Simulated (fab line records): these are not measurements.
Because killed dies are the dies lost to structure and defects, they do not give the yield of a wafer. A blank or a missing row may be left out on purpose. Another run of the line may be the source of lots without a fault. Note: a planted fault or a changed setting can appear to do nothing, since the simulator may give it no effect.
A single fault, viewed from 2 desks / flow gf180mcu / what lay behind the numbers comes last; until then each desk has only its own

THE TOOL OWNER'S DESK: pvd_sputter-01
The tool's own readings at GF_M4_SPUTTER_04 (material TiN, target thk 50 nm, time 41.7 s): means of the sampled wafers that have a number, for each lot that ran on this tool. A lot is out of limits, marked OUT, if its mean lies more than 4 standard deviations from the usual mean; the brackets give that distance.
Columns: A = chamber_pressure_pa at GF_M4_SPUTTER_04, usual 0.4000 Pa; B = throttle_valve_pct at GF_M4_SPUTTER_04, usual 29.6 %
lot=L297; first seen here=day 25 18:17; A=0.4000; B=28.0
lot=L301; first seen here=day 26 21:44; A=0.4010; B=27.8
lot=L311; first seen here=day 29 14:48; A=0.4148 (+19) OUT; B=28.0
This desk's finding: out of limits on L311; first on L311, day 29 14:48 (chamber_pressure_pa at GF_M4_SPUTTER_04). L297, L301: within limits.

FROM THE METROLOGY DESK
Means of the sampled wafers that have a number, per lot and without regard to the tool the lot ran on: this is what the gauges read. A lot is out of limits, marked OUT, if its mean lies more than 4 standard deviations from the usual mean; the brackets give that distance.
Columns: A = V3_W_RS at GF_V3_RS_MEAS_24, usual 0.314 ohm/sq; B = V3_W_THK at GF_V3_THK_MEAS_25, usual 347 nm; C = M4_ALCU_RS at GF_M4_RS_MEAS_05, usual 0.0674 ohm/sq
lot=L297; first seen here=day 25 17:37; A=0.315; B=344; C=0.0674
lot=L301; first seen here=day 26 21:05; A=0.312; B=348; C=0.0673
lot=L307; first seen here=day 28 12:11; A=0.313; B=348; C=0.0672
lot=L311; first seen here=day 29 14:08; A=0.312; B=349; C=0.0681
lot=L312; first seen here=day 29 18:43; A=0.313; B=343; C=0.0674
This desk's verdict: no lot among the 5 shows anything out of limits.

ALL TOGETHER
The tool owner's desk could have raised an alarm at day 29 14:48, on L311.
The metrology desk saw nothing out of limits.
The metrology desk holds a record of L311, inside its limits.
GF_M4_SPUTTER_04 was run on pvd_sputter-01 by each of the lots named.

WHAT WAS PUT IN BY THE SIMULATOR
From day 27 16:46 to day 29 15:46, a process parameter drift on pvd_sputter-01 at GF_M4_SPUTTER_04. Setting chamber_pressure_pa, moved by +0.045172, from 0.4. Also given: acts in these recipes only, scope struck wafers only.
Struck lots among those shown: L311.
How many hours passed from the start of the fault until each desk's first out-of-limits reading: the tool owner's desk, 46.
